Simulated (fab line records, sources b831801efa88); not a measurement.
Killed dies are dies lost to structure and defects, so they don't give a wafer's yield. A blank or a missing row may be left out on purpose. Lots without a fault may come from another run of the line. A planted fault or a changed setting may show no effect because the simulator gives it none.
fab line records | flow sky130
record lots=5 wafers=15 last_day=49
route steps=708 shown METAL5@672 PASSIVATION@681 PAD_OPEN@694
lots that met no fault: from a run of the same line without faults
start_h: hours from the record's first day to the start of the lot's first wafer shown | wait_h: hours since the lot's step before | " the same as in the row above | L1.1+2: a row that stands for several wafers | - no value, or no start given | * or withheld: withheld | < > ~ a bound
route shown NAME@n: a module of which the file shows steps, and the number in the route of the first | usual: mean/standard deviation of fault-free wafers | same: alike in all rows | chamber/n: place in a boat | sites: the reading at each site | _std_site: their standard deviation | _edge_site: outer sites' mean less inner sites' | radius_mm: how far each site lies from the wafer's centre | mask NAME#n: copy n | behind: the tool/chamber that last shaped the wafer | hold: why the lot was held/for how many hours/how that ended | device: the transistor (n, p or np) that didn't switch | end of line: the same wafers' tests at the end of the route | a step without rows: its recipe alone | killed: dies lost to structure and defects at the first sort, not the wafer's yield | map: a wafer's dies, x killed, . not, _ none there
set.NAME: the setting as run; set.NAME@STEP: as run at that earlier step | model.NAME: the simulator's own value behind a step, which no gauge read
lots at some steps of the route; a table a step, a row a wafer
services: from which hour (start_h, from the record's first day; less than 0 if before it) a tool's chamber was out of use, for how many hours, and why
## steps
# step SKY_METAL5_EXPOSE_11
# recipe mask_id=MM5 na=0.6 source_shape=conventional sigma_outer=0.6 polarization=unpolarized target_cd_nm=1600 dose_mj=190
# columns lot.wafer tool chamber start_h wait_h mask
L075.2+4+6 iline_stepper-01 0 - - MM5#0
L077.2+3+6 iline_stepper-01 0 - - MM5#0
L089.2+5+6 iline_stepper-02 0 - - MM5#0
L090.1+3+4 iline_stepper-01 0 - - MM5#0
L091.2+4+6 iline_stepper-02 0 - - MM5#0
# step SKY_METAL5_PEB_12
# recipe temp_c=withheld time_s=* resist=NOVOLAK
# columns lot.wafer tool chamber start_h wait_h
L075.2+4+6 litho_track-02 0 - -
L077.2+3+6 litho_track-03 0 - -
L089.2+5+6 litho_track-02 0 - -
L090.1+3+4 litho_track-03 0 - -
L091.2+4+6 litho_track-02 0 - -
# step SKY_METAL5_DEVELOP_13
# recipe resist=NOVOLAK developer=TMAH develop_time_s=60 dev_temp_c=23
# same develop_time_s=60
# columns lot.wafer tool chamber start_h wait_h
L075.2+4+6 litho_track-02 0 1023.20 0.1
L077.2+3+6 litho_track-03 0 1038.92 0.1
L089.2+5+6 litho_track-02 0 1123.30 0.1
L090.1+3+4 litho_track-03 0 1127.90 0.1
L091.2+4+6 litho_track-02 0 1133.00 0.1
# step SKY_METAL5_DESCUM_14
# recipe chemistry=O2 source_power_w=150 bias_power_w=0 pressure_mtorr=10 temp_c=40 time_s=11
# usual drypump_motor_current_A=5.6/0.63 oes_product_au=1.003/0.0071 rf_fwd_power_W=147.6/0.84
# columns lot.wafer tool chamber start_h wait_h drypump_motor_current_A oes_product_au rf_fwd_power_W rf_hours_counter_h
L075.2 rie_metal-01 0 1023.32 0.1 6.4 1.004 147.6 9
L075.4 " 0 " " 6.4 1.013 147.7 -
L075.6 " 0 " " 6.4 1.005 147.9 -
L077.2 rie_metal-03 0 1039.05 0.1 6.0 0.989 148.2 15
L077.3 " 1 " " 6.2 1.003 146.9 -
L077.6 " 0 " " 6.0 0.996 148.0 -
L089.2 rie_metal-03 0 1123.42 0.1 6.0 1.011 147.8 20
L089.5 " 1 " " 6.2 0.990 146.5 -
L089.6 " 0 " " 6.1 0.997 148.0 -
L090.1 rie_metal-03 0 1128.05 0.1 6.0 0.999 148.4 21
L090.3 " 0 " " 6.0 1.007 148.1 -
L090.4 " 1 " " 6.3 1.001 146.1 -
L091.2 rie_metal-02 0 1133.12 0.1 4.7 1.017 147.3 21
L091.4 " 1 " " 5.5 1.003 146.6 -
L091.6 " 1 " " 5.5 1.018 147.1 -
# step SKY_METAL5_METAL_ETCH_15
# recipe target_depth_a=12600 stop_on=SiO2 over_etch_frac=0.2 time_s=252 chemistry=Cl2/BCl3 resist_sidewall_deg=86 pressure_mtorr=10 icp_w=900 bias_w=48.5 Cl2_flow_sccm=60 bcl3_flow_sccm=30
# usual drypump_motor_current_A=5.6/0.62 oes_product_au=0.894/0.0048 rf_fwd_power_W=898.1/2.5 throttle_valve_pct=22.264/0.0099
# same over_etch_frac=0.2
# columns lot.wafer tool chamber start_h wait_h drypump_motor_current_A oes_product_au rf_fwd_power_W rf_hours_counter_h throttle_valve_pct
L075.2 rie_metal-01 0 1023.36 0.0 6.4 0.901 898.6 9 22.250
L075.4 " 0 " " 6.4 0.896 893.9 - 22.254
L075.6 " 0 " " 6.4 0.894 893.8 - 22.252
L077.2 rie_metal-03 0 1039.08 0.0 6.0 0.900 901.4 16 22.263
L077.3 " 1 " " 6.2 0.888 897.3 - 22.262
L077.6 " 0 " " 6.0 0.894 899.9 - 22.269
L089.2 rie_metal-03 0 1123.46 0.0 6.1 0.897 898.5 20 22.270
L089.5 " 1 " " 6.2 0.890 897.1 - 22.268
L089.6 " 0 " " 6.1 0.895 898.3 - 22.270
L090.1 rie_metal-03 0 1128.08 0.0 6.0 0.893 900.1 21 22.253
L090.3 " 0 " " 6.0 0.900 899.4 - 22.258
L090.4 " 1 " " 6.3 0.891 897.9 - 22.282
L091.2 rie_metal-02 0 1133.16 0.0 4.7 0.885 898.0 21 22.276
L091.4 " 1 " " 5.5 0.898 898.8 - 22.277
L091.6 " 1 " " 5.5 0.895 895.2 - 22.262
# step SKY_METAL5_STRIP_16
# recipe chemistry=O2/N2 power_w=1400 pressure_mtorr=1500 platen_temp_c=withheld o2_flow_sccm=3000 n2_flow_sccm=300 overash_fraction=0.5
# usual drypump_motor_current_A=5.7/0.44 oes_product_au=0.710/0.0047 strip_time_to_endpoint_s=13.06/0.1
# columns lot.wafer tool chamber start_h wait_h drypump_motor_current_A oes_product_au rf_hours_counter_h strip_time_to_endpoint_s
L075.2 plasma_asher-03 1 1023.59 0.2 5.9 0.722 113 13.03
L075.4 " 1 " " 5.9 0.719 - 13.01
L075.6 " 1 " " 5.9 0.707 - 13.10
L077.2 plasma_asher-04 1 1039.32 0.2 5.8 0.702 29 13.01
L077.3 " 0 " " 5.9 0.710 - 13.01
L077.6 " 0 " " 5.9 0.715 - 12.94
L089.2 plasma_asher-02 1 1123.69 0.2 4.7 0.704 68 13.01
L089.5 " 0 " " 5.7 0.714 - 13.05
L089.6 " 1 " " 4.7 0.705 - 12.90
L090.1 plasma_asher-02 1 1128.32 0.2 4.7 0.717 69 13.09
L090.3 " 0 " " 5.7 0.715 - 13.03
L090.4 " 1 " " 4.7 0.718 - 13.11
L091.2 plasma_asher-03 0 1133.39 0.2 6.2 0.707 6 13.03
L091.4 " 0 " " 6.3 0.708 - 13.13
L091.6 " 1 " " 5.9 0.712 - 13.19
# step SKY_METAL5_STRIP_17
# recipe chemistry=post_etch_residue_remover time_s=1200 temp_c=72.5
# columns lot.wafer tool chamber start_h wait_h
L075.2+4+6 wet_bench-03 1 1023.69 0.1
L077.2+3+6 wet_bench-04 0 1039.42 0.1
L089.2+5+6 wet_bench-01 0 1123.79 0.1
L090.1+3+4 wet_bench-03 1 1128.42 0.1
L091.2+4+6 wet_bench-04 1 1133.52 0.1
# step SKY_METAL5_CLEAN_18
# recipe chemistry=IPA time_s=180 temp_c=25
# columns lot.wafer tool chamber start_h wait_h
L075.2+4+6 wet_bench-01 2 1024.03 0.0
L077.2+3+6 wet_bench-03 2 1039.76 0.0
L089.2+5+6 wet_bench-03 2 1124.14 0.0
L090.1+3+4 wet_bench-01 2 1129.10 0.0
L091.2+4+6 wet_bench-03 2 1133.90 0.0
# step SKY_METAL5_CLEAN_19
# recipe chemistry=O3/DIW dry=n2_spin
# columns lot.wafer tool chamber start_h wait_h
L075.2+4+6 wet_bench-04 2 1024.09 0.0
L077.2+3+6 wet_bench-01 1 1039.82 0.0
L089.2+5+6 wet_bench-01 1 1124.25 0.0
L090.1+3+4 wet_bench-01 2 1129.16 0.0
L091.2+4+6 wet_bench-04 0 1134.01 0.0
# step SKY_PASSIVATION_CVD_00
# recipe material=SiO2 target_thk_nm=90 temp_c=400 time_s=withheld rf_w=600
# usual heater_power_w=721/96 rf_fwd_power_W=589/3.5
# columns lot.wafer tool chamber start_h wait_h heater_power_w rf_fwd_power_W
L075.2 pecvd-04 2 1024.18 0.0 601 589
L075.4 " 0 " " 626 588
L075.6 " 1 " " 720 585
L077.2 pecvd-02 0 1039.91 0.0 868 588
L077.3 " 2 " " 638 593
L077.6 " 2 " " 621 599
L089.2 pecvd-01 2 1124.34 0.0 632 587
L089.5 " 2 " " 628 587
L089.6 " 0 " " 794 591
L090.1 pecvd-01 0 1129.25 0.0 874 588
L090.3 " 2 " " 653 582
L090.4 " 1 " " 654 586
L091.2 pecvd-01 1 1134.11 0.0 718 586
L091.4 " 1 " " 729 585
L091.6 " 0 " " 889 592
# step SKY_PASSIVATION_THK_MEAS_01
# recipe reads=SiO2_of_PASSIVATION_CVD_00
# usual PASSIVATION_CVD_00_THK=90.0/1.2
# columns lot.wafer tool chamber start_h wait_h PASSIVATION_CVD_00_THK[nm]
L075.2 film_metro-03 - 1024.22 - 90.5
L075.4 " - " " 91.0
L075.6 " - " " 90.5
L077.2 film_metro-02 - 1039.94 - 89.0
L077.3 " - " " 89.5
L077.6 " - " " 90.9
L089.2 film_metro-04 - 1124.39 - 88.7
L089.5 " - " " 90.0
L089.6 " - " " 89.1
L090.1 film_metro-02 - 1129.27 - 88.2
L090.3 " - " " 88.6
L090.4 " - " " 89.8
L091.2 film_metro-02 - 1134.14 - 90.5
L091.4 " - " " 90.4
L091.6 " - " " 90.0
# step SKY_PASSIVATION_CVD_02
# recipe material=Si3N4 target_thk_nm=540 temp_c=400 time_s=withheld rf_w=450
# usual heater_power_w=774/110 rf_fwd_power_W=449.2/1.3
# columns lot.wafer tool chamber start_h wait_h heater_power_w rf_fwd_power_W
L075.2 pecvd-01 0 1024.27 0.0 906 449.9
L075.4 " 2 " " 710 448.4
L075.6 " 0 " " 961 448.9
L077.2 pecvd-04 0 1039.99 0.0 596 447.9
L077.3 " 2 " " 753 446.6
L077.6 " 0 " " 620 447.1
L089.2 pecvd-02 0 1124.44 0.0 959 446.8
L089.5 " 1 " " 795 448.5
L089.6 " 0 " " 939 446.5
L090.1 pecvd-02 0 1129.33 0.1 949 447.3
L090.3 " 2 " " 788 450.0
L090.4 " 2 " " 644 447.2
L091.2 pecvd-04 0 1134.19 0.0 603 450.6
L091.4 " 0 " " 615 451.0
L091.6 " 1 " " 857 448.3
# step SKY_PASSIVATION_THK_MEAS_03
# recipe reads=Si3N4_of_PASSIVATION_CVD_02
# usual PASSIVATION_CVD_02_THK=539/7.1
# columns lot.wafer tool chamber start_h wait_h PASSIVATION_CVD_02_THK[nm]
L075.2 film_metro-02 - 1024.50 - 539
L075.4 " - " " 560
L075.6 " - " " 548
L077.2 film_metro-02 - 1040.23 - 527
L077.3 " - " " 534
L077.6 " - " " 539
L089.2 film_metro-02 - 1124.67 - 529
L089.5 " - " " 544
L089.6 " - " " 541
L090.1 film_metro-03 - 1129.56 - 541
L090.3 " - " " 546
L090.4 " - " " 547
L091.2 film_metro-04 - 1134.43 - 531
L091.4 " - " " 540
L091.6 " - " " 548
# step SKY_PASSIVATION_DEHYDRATE_04
# recipe temp_c=200 time_s=60
# usual heater_power_total_W=160.38/0.11 plate_temp_C=199.99/0.17
# columns lot.wafer tool chamber start_h wait_h heater_power_total_W plate_temp_C
L075.2 litho_track-02 0 1035.30 10.8 160.49 200.01
L075.4 " 0 " " 160.35 199.60
L075.6 " 0 " " 160.56 199.77
L077.2 litho_track-04 0 1049.93 9.7 160.26 200.05
L077.3 " 0 " " 160.33 200.58
L077.6 " 0 " " 160.47 200.16
L089.2 litho_track-01 0 1133.38 8.7 160.28 200.23
L089.5 " 0 " " 160.21 199.93
L089.6 " 0 " " 160.16 200.17
L090.1 litho_track-01 0 1138.36 8.8 160.31 199.63
L090.3 " 0 " " 160.50 199.74
L090.4 " 0 " " 160.29 199.56
L091.2 litho_track-01 0 1143.83 9.4 160.30 200.01
L091.4 " 0 " " 160.31 200.11
L091.6 " 0 " " 160.33 199.92
# step SKY_PASSIVATION_HMDS_05
# recipe prime_time_s=60 prime_temp_c=120
# columns lot.wafer tool chamber start_h wait_h
L075.2+4+6 litho_track-02 0 1035.45 0.1
L077.2+3+6 litho_track-04 0 1050.08 0.1
L089.2+5+6 litho_track-01 0 1133.53 0.1
L090.1+3+4 litho_track-01 0 1138.51 0.1
L091.2+4+6 litho_track-01 0 1143.98 0.1
# step SKY_PASSIVATION_COAT_06
# recipe spin_rpm=2000 resist_thk_nm=3000
# columns lot.wafer tool chamber start_h wait_h
L075.2+4+6 litho_track-02 0 1035.60 0.1
L077.2+3+6 litho_track-04 0 1050.23 0.1
L089.2+5+6 litho_track-01 0 1133.68 0.1
L090.1+3+4 litho_track-01 0 1138.66 0.1
L091.2+4+6 litho_track-01 0 1144.13 0.1
# step SKY_PASSIVATION_SOFTBAKE_07
# recipe temp_c=110 time_s=withheld
# usual heater_power_total_W=65.31/0.13 plate_temp_C=109.98/0.13
# columns lot.wafer tool chamber start_h wait_h heater_power_total_W plate_temp_C
L075.2 litho_track-02 0 1035.76 0.1 65.31 110.23
L075.4 " 0 " " 65.37 110.41
L075.6 " 0 " " 65.24 110.15
L077.2 litho_track-04 0 1050.39 0.1 65.47 110.16
L077.3 " 0 " " 65.46 110.00
L077.6 " 0 " " 65.34 110.16
L089.2 litho_track-01 0 1133.84 0.1 65.14 109.96
L089.5 " 0 " " 65.25 109.94
L089.6 " 0 " " 65.29 110.02
L090.1 litho_track-01 0 1138.81 0.1 65.52 110.03
L090.3 " 0 " " 65.38 110.00
L090.4 " 0 " " 65.40 110.04
L091.2 litho_track-01 0 1144.29 0.1 65.34 109.77
L091.4 " 0 " " 65.23 109.77
L091.6 " 0 " " 65.22 109.71
# step SKY_PASSIVATION_EXPOSE_08
# recipe mask_id=NSM target_cd_nm=3000 na=0.57 dose_mj=260
# columns lot.wafer tool chamber start_h wait_h mask
L075.2+4+6 iline_stepper-01 0 - - NSM#0
L077.2+3+6 iline_stepper-02 0 - - NSM#0
L089.2+5+6 iline_stepper-01 0 - - NSM#0
L090.1+3+4 iline_stepper-02 0 - - NSM#0
L091.2+4+6 iline_stepper-01 0 - - NSM#0
# step SKY_PASSIVATION_PEB_09
# recipe temp_c=115 time_s=withheld
# usual heater_power_total_W=69.32/0.12 plate_temp_C=115.05/0.16
# columns lot.wafer tool chamber start_h wait_h heater_power_total_W plate_temp_C
L075.2 litho_track-01 0 - - 69.41 114.95
L075.4 " 0 " " 69.30 115.15
L075.6 " 0 " " 69.47 115.13
L077.2 litho_track-04 0 - - 69.13 114.97
L077.3 " 0 " " 69.21 115.14
L077.6 " 0 " " 69.38 114.99
L089.2 litho_track-02 0 - - 69.26 115.00
L089.5 " 0 " " 69.42 115.27
L089.6 " 0 " " 69.48 115.03
L090.1 litho_track-01 0 - - 69.24 115.06
L090.3 " 0 " " 69.21 115.20
L090.4 " 0 " " 69.57 115.14
L091.2 litho_track-04 0 - - 69.52 115.02
L091.4 " 0 " " 69.37 115.18
L091.6 " 0 " " 69.55 115.31
# step SKY_PASSIVATION_DEVELOP_10
# recipe develop_time_s=60 dev_temp_c=23
# same develop_time_s=60
# columns lot.wafer tool chamber start_h wait_h
L075.2+4+6 litho_track-01 0 - -
L077.2+3+6 litho_track-04 0 - -
L089.2+5+6 litho_track-02 0 - -
L090.1+3+4 litho_track-01 0 - -
L091.2+4+6 litho_track-04 0 - -
# step SKY_PASSIVATION_ETCH_11
# recipe chemistry=CF4/O2 target_depth_nm=725 stop_on=AlCu source_w=800 bias_w=150 pressure_mtorr=150 cf4_flow_sccm=80 O2_flow_sccm=10 time_s=161.1
# usual cf4_flow_sccm=80.00/0.25 drypump_motor_current_A=5.8/0.47 oes_product_au=0.977/0.0066 rf_fwd_power_W=796.6/2.6 throttle_valve_pct=5.964/0.0098
# columns lot.wafer tool chamber start_h wait_h cf4_flow_sccm drypump_motor_current_A oes_product_au rf_fwd_power_W rf_hours_counter_h throttle_valve_pct
L075.2 rie_diel-04 0 1046.41 - 80.02 4.9 0.983 798.2 16 5.976
L075.4 " 2 " " 80.07 5.6 1.002 799.6 23 5.976
L075.6 " 1 " " 80.78 5.7 0.981 799.8 - 5.960
L077.2 rie_diel-03 1 1061.11 - 80.03 5.7 0.968 797.7 8 5.970
L077.3 " 2 " " 79.83 5.4 0.975 796.9 9 5.956
L077.6 " 1 " " 79.63 5.7 0.988 799.4 - 5.973
L089.2 rie_diel-03 0 1143.08 - 79.87 5.8 0.964 794.3 25 5.975
L089.5 " 2 " " 79.89 5.4 0.975 798.9 - 5.983
L089.6 " 3 " " 79.54 5.8 0.985 795.5 - 5.959
L090.1 rie_diel-02 3 1148.91 - 79.87 5.8 0.975 796.4 11 5.964
L090.3 " 2 " " 80.05 6.2 0.980 800.4 14 5.961
L090.4 " 1 " " 80.06 6.1 0.983 793.7 23 5.974
L091.2 rie_diel-04 3 1153.66 - 79.60 6.7 0.977 792.8 25 5.959
L091.4 " 1 " " 79.66 5.6 0.978 799.3 19 5.969
L091.6 " 0 " " 80.27 4.9 0.983 797.2 - 5.981
# step SKY_PASSIVATION_STRIP_12
# recipe chemistry=O2/N2 power_w=1400 pressure_mtorr=1500 platen_temp_c=withheld overash_fraction=0.7 o2_flow_sccm=3000 n2_flow_sccm=300
# usual drypump_motor_current_A=5.5/0.38 oes_product_au=0.660/0.0042 strip_time_to_endpoint_s=31.54/0.13
# columns lot.wafer tool chamber start_h wait_h drypump_motor_current_A oes_product_au rf_hours_counter_h strip_time_to_endpoint_s
L075.2 plasma_asher-01 0 1046.51 0.1 5.4 0.662 95 31.69
L075.4 " 0 " " 5.4 0.656 - 31.47
L075.6 " 1 " " 5.3 0.661 - 31.59
L077.2 plasma_asher-04 1 1061.21 0.1 5.8 0.656 32 31.41
L077.3 " 0 " " 5.9 0.657 - 31.56
L077.6 " 0 " " 5.9 0.655 - 31.42
L089.2 plasma_asher-02 1 1143.18 0.1 4.7 0.658 70 31.69
L089.5 " 1 " " 4.7 0.663 - 31.73
L089.6 " 0 " " 5.7 0.670 - 31.48
L090.1 plasma_asher-01 1 1149.01 0.1 5.3 0.660 105 31.68
L090.3 " 1 " " 5.3 0.655 - 31.62
L090.4 " 0 " " 5.4 0.663 - 31.76
L091.2 plasma_asher-04 1 1153.76 0.1 5.8 0.662 41 31.27
L091.4 " 1 " " 5.7 0.666 - 31.41
L091.6 " 1 " " 5.8 0.666 - 31.53
# step SKY_PAD_OPEN_DEHYDRATE_00
# recipe temp_c=200 time_s=60
# usual heater_power_total_W=160.36/0.12 plate_temp_C=199.98/0.17
# columns lot.wafer tool chamber start_h wait_h heater_power_total_W plate_temp_C
L075.2 litho_track-04 0 1056.73 10.2 160.56 199.90
L075.4 " 0 " " 160.35 200.10
L075.6 " 0 " " 160.19 199.76
L077.2 litho_track-04 0 1071.18 9.9 160.36 199.94
L077.3 " 0 " " 160.33 200.22
L077.6 " 0 " " 160.18 199.95
L089.2 litho_track-04 0 1151.98 8.8 160.20 200.02
L089.5 " 0 " " 160.21 200.10
L089.6 " 0 " " 160.16 200.13
L090.1 litho_track-04 0 1157.06 8.0 160.35 199.83
L090.3 " 0 " " 160.58 199.96
L090.4 " 0 " " 160.23 200.08
L091.2 litho_track-04 0 1162.03 8.2 160.21 199.90
L091.4 " 0 " " 160.29 199.98
L091.6 " 0 " " 160.38 199.98
# step SKY_PAD_OPEN_HMDS_01
# recipe prime_time_s=60 prime_temp_c=120
# columns lot.wafer tool chamber start_h wait_h
L075.2+4+6 litho_track-04 0 1056.88 0.1
L077.2+3+6 litho_track-04 0 1071.33 0.1
L089.2+5+6 litho_track-04 0 1152.13 0.1
L090.1+3+4 litho_track-04 0 1157.21 0.1
L091.2+4+6 litho_track-04 0 1162.18 0.1
# step SKY_PAD_OPEN_COAT_02
# recipe spin_rpm=2000 resist_thk_nm=3000
# columns lot.wafer tool chamber start_h wait_h
L075.2+4+6 litho_track-04 0 1057.03 0.1
L077.2+3+6 litho_track-04 0 1071.48 0.1
L089.2+5+6 litho_track-04 0 1152.28 0.1
L090.1+3+4 litho_track-04 0 1157.36 0.1
L091.2+4+6 litho_track-04 0 1162.33 0.1
# step SKY_PAD_OPEN_SOFTBAKE_03
# recipe temp_c=110 time_s=withheld
# usual heater_power_total_W=65.31/0.14 plate_temp_C=109.98/0.14
# columns lot.wafer tool chamber start_h wait_h heater_power_total_W plate_temp_C
L075.2 litho_track-04 0 1057.19 0.1 65.41 110.03
L075.4 " 0 " " 65.46 110.07
L075.6 " 0 " " 65.19 109.99
L077.2 litho_track-04 0 1071.64 0.1 65.24 110.06
L077.3 " 0 " " 65.48 110.07
L077.6 " 0 " " 65.12 109.85
L089.2 litho_track-04 0 1152.44 0.1 65.29 110.01
L089.5 " 0 " " 65.39 109.90
L089.6 " 0 " " 65.15 110.02
L090.1 litho_track-04 0 1157.51 0.1 65.42 110.00
L090.3 " 0 " " 65.19 109.73
L090.4 " 0 " " 65.23 110.10
L091.2 litho_track-04 0 1162.49 0.1 65.29 110.09
L091.4 " 0 " " 65.35 110.41
L091.6 " 0 " " 65.50 110.39
# step SKY_PAD_OPEN_EXPOSE_04
# recipe mask_id=PDM target_cd_nm=60000 na=0.57 dose_mj=260
# columns lot.wafer tool chamber start_h wait_h mask
L075.2+4+6 iline_stepper-01 0 - - PDM#0
L077.2+3+6 iline_stepper-01 0 - - PDM#0
L089.2+5+6 iline_stepper-02 0 - - PDM#0
L090.1+3+4 iline_stepper-02 0 - - PDM#0
L091.2+4+6 iline_stepper-01 0 - - PDM#0
# step SKY_PAD_OPEN_PEB_05
# recipe temp_c=115 time_s=withheld
# usual heater_power_total_W=69.33/0.12 plate_temp_C=114.96/0.14
# columns lot.wafer tool chamber start_h wait_h heater_power_total_W plate_temp_C
L075.2 litho_track-03 0 - - 69.29 114.79
L075.4 " 0 " " 69.25 115.07
L075.6 " 0 " " 69.52 114.99
L077.2 litho_track-01 0 - - 69.40 115.05
L077.3 " 0 " " 69.32 115.22
L077.6 " 0 " " 69.27 114.87
L089.2 litho_track-04 0 - - 69.19 115.06
L089.5 " 0 " " 69.40 114.86
L089.6 " 0 " " 69.17 114.90
L090.1 litho_track-01 0 - - 69.24 114.76
L090.3 " 0 " " 69.29 115.03
L090.4 " 0 " " 69.24 114.89
L091.2 litho_track-03 0 - - 69.22 115.07
L091.4 " 0 " " 69.38 114.88
L091.6 " 0 " " 69.43 114.83
# step SKY_PAD_OPEN_DEVELOP_06
# recipe develop_time_s=60 dev_temp_c=23
# same develop_time_s=60
# columns lot.wafer tool chamber start_h wait_h
L075.2+4+6 litho_track-03 0 - -
L077.2+3+6 litho_track-01 0 - -
L089.2+5+6 litho_track-04 0 - -
L090.1+3+4 litho_track-01 0 - -
L091.2+4+6 litho_track-03 0 - -
# step SKY_PAD_OPEN_ETCH_07
# recipe chemistry=CF4/O2 target_depth_nm=725 stop_on=AlCu source_w=800 bias_w=150 pressure_mtorr=150 cf4_flow_sccm=80 O2_flow_sccm=10 time_s=161.1
# usual cf4_flow_sccm=80.01/0.25 drypump_motor_current_A=5.8/0.3 oes_product_au=0.977/0.0068 rf_fwd_power_W=796.3/2.6 throttle_valve_pct=5.965/0.0098
# columns lot.wafer tool chamber start_h wait_h cf4_flow_sccm drypump_motor_current_A oes_product_au rf_fwd_power_W rf_hours_counter_h throttle_valve_pct
L075.2 rie_diel-03 3 1067.70 - 80.09 5.8 0.981 796.1 16 5.968
L075.4 " 2 " " 79.94 5.4 0.990 797.6 9 5.974
L075.6 " 2 " " 79.47 5.4 0.983 797.4 - 5.968
L077.2 rie_diel-03 3 1082.26 - 79.97 5.8 0.969 798.2 17 5.952
L077.3 " 2 " " 80.16 5.4 0.976 795.1 10 5.977
L077.6 " 2 " " 79.88 5.4 0.984 797.3 - 5.967
L089.2 rie_diel-03 0 1161.21 - 79.65 5.8 0.968 796.1 26 5.976
L089.5 " 3 " " 80.46 5.8 0.987 798.6 - 5.974
L089.6 " 0 " " 79.78 5.8 0.983 796.4 - 5.970
L090.1 rie_diel-02 0 1166.86 - 80.20 6.3 0.972 795.5 14 5.989
L090.3 " 2 " " 80.32 6.2 0.984 798.4 15 5.951
L090.4 " 1 " " 80.09 6.1 0.977 796.1 23 5.965
L091.2 rie_diel-02 2 1171.20 - 80.44 6.2 0.978 795.8 15 5.968
L091.4 " 0 " " 80.03 6.3 0.975 792.3 14 5.954
L091.6 " 1 " " 79.62 6.1 0.989 801.1 - 5.973
# step SKY_PAD_OPEN_STRIP_08
# recipe chemistry=O2/N2 power_w=1400 pressure_mtorr=1500 platen_temp_c=withheld overash_fraction=0.7 o2_flow_sccm=3000 n2_flow_sccm=300
# usual drypump_motor_current_A=5.7/0.34 oes_product_au=0.662/0.0047
# columns lot.wafer tool chamber start_h wait_h drypump_motor_current_A oes_product_au rf_hours_counter_h
L075.2 plasma_asher-04 0 1067.81 0.1 5.9 0.655 32
L075.4 " 1 " " 5.8 0.657 -
L075.6 " 0 " " 5.9 0.669 -
L077.2 plasma_asher-01 1 1082.36 0.1 5.3 0.660 99
L077.3 " 0 " " 5.4 0.663 -
L077.6 " 0 " " 5.4 0.660 -
L089.2 plasma_asher-03 1 1161.31 0.1 5.9 0.659 9
L089.5 " 0 " " 6.2 0.667 -
L089.6 " 1 " " 5.9 0.660 -
L090.1 plasma_asher-03 0 1166.96 0.1 6.2 0.657 9
L090.3 " 1 " " 5.9 0.664 -
L090.4 " 0 " " 6.2 0.657 -
L091.2 plasma_asher-03 1 1171.31 0.1 5.9 0.660 9
L091.4 " 0 " " 6.2 0.662 -
L091.6 " 1 " " 5.9 0.656 -
# step SKY_PAD_OPEN_STRIP_09
# recipe chemistry=post_etch_residue_remover time_s=1200 temp_c=72.5
# columns lot.wafer tool chamber start_h wait_h
L075.2+4+6 wet_bench-04 0 1067.91 0.1
L077.2+3+6 wet_bench-04 0 1082.46 0.1
L089.2+5+6 wet_bench-01 1 1161.41 0.1
L090.1+3+4 wet_bench-02 0 1167.06 0.1
L091.2+4+6 wet_bench-02 2 1171.43 0.1
# step SKY_PAD_OPEN_CLEAN_10
# recipe chemistry=IPA time_s=180 temp_c=25
# columns lot.wafer tool chamber start_h wait_h
L075.2+4+6 wet_bench-04 2 1068.34 0.1
L077.2+3+6 wet_bench-02 3 1082.84 0.0
L089.2+5+6 wet_bench-04 2 1161.76 0.0
L090.1+3+4 wet_bench-02 0 1167.41 0.0
L091.2+4+6 wet_bench-01 1 1172.05 0.3
# step SKY_PAD_OPEN_CLEAN_11
# recipe chemistry=O3/DIW dry=n2_spin
# columns lot.wafer tool chamber start_h wait_h
L075.2+4+6 wet_bench-04 3 1068.51 0.1
L077.2+3+6 wet_bench-02 1 1082.89 0.0
L089.2+5+6 wet_bench-01 0 1161.81 0.0
L090.1+3+4 wet_bench-02 0 1167.46 0.0
L091.2+4+6 wet_bench-02 1 1172.21 0.1
# step SKY_PAD_OPEN_ANNEAL_12
# recipe temp_c=400 time_s=withheld ambient=N2/H2 idle_temp_c=300 ramp_up_c_per_min=8 ramp_down_c_per_min=4
# usual ramp_up_c_per_min=7.9999/0.0015
# columns lot.wafer tool chamber start_h wait_h ramp_up_c_per_min
L075.2 furnace-02 0 1068.61 0.0 7.9981
L075.4 " 0 " " 8.0002
L075.6 " 0 " " 7.9970
L077.2 furnace-02 0 1082.99 0.0 7.9971
L077.3 " 0 " " 8.0017
L077.6 " 0 " " 7.9980
L089.2 furnace-02 0 1161.91 0.0 7.9989
L089.5 " 0 " " 8.0003
L089.6 " 0 " " 8.0032
L090.1 furnace-01 0 1167.56 0.0 7.9999
L090.3 " 0 " " 7.9995
L090.4 " 0 " " 8.0004
L091.2 furnace-01 0 1172.76 0.5 8.0005
L091.4 " 0 " " 7.9971
L091.6 " 0 " " 8.0008
# step SKY_PAD_OPEN_BOW_MEAS_13
# recipe mode=bow
# usual PAD_OPEN_BOW=49/8.4
# columns lot.wafer tool chamber start_h wait_h PAD_OPEN_BOW[um]
L075.2 film_metro-01 - 1070.13 - 41
L075.4 " - " " 44
L075.6 " - " " 56
L077.2 film_metro-03 - 1084.51 - 46
L077.3 " - " " 49
L077.6 " - " " 38
L089.2 film_metro-03 - 1163.43 - 42
L089.5 " - " " 40
L089.6 " - " " 49
L090.1 film_metro-04 - 1169.06 - 29
L090.3 " - " " 40
L090.4 " - " " 53
L091.2 film_metro-03 - 1174.28 - 49
L091.4 " - " " 57
L091.6 " - " " 63
## services
# columns tool chamber start_h hours kind
pecvd-02 - 995.62 0.8 repair
pecvd-01 0 995.71 19.3 repair
pecvd-04 - 996.76 0.6 repair
furnace-02 - 1003.87 10.7 repair
iline_stepper-02 - 1012.07 1.7 pm
plasma_asher-04 - 1026.44 2.3 repair
plasma_asher-04 - 1027.85 2.2 repair
iline_stepper-02 - 1029.20 2.1 pm
rie_diel-02 0 1046.18 16.5 repair
plasma_asher-03 - 1055.25 9.0 pm
furnace-02 - 1055.60 3.3 pm
rie_metal-03 - 1060.94 0.9 repair
plasma_asher-03 - 1065.33 5.7 repair
wet_bench-02 - 1065.90 4.4 pm
rie_metal-03 - 1074.39 2.8 pm
pecvd-01 2 1081.29 19.0 repair
wet_bench-04 - 1097.94 7.2 repair
furnace-02 - 1100.93 4.7 pm
iline_stepper-01 - 1104.14 4.7 repair
rie_diel-02 - 1110.19 0.2 repair
rie_diel-02 - 1132.68 4.3 pm
rie_diel-03 0 1146.44 7.6 repair
iline_stepper-01 - 1156.45 1.7 pm
pecvd-01 - 1169.22 1.7 repair
## key
fault none
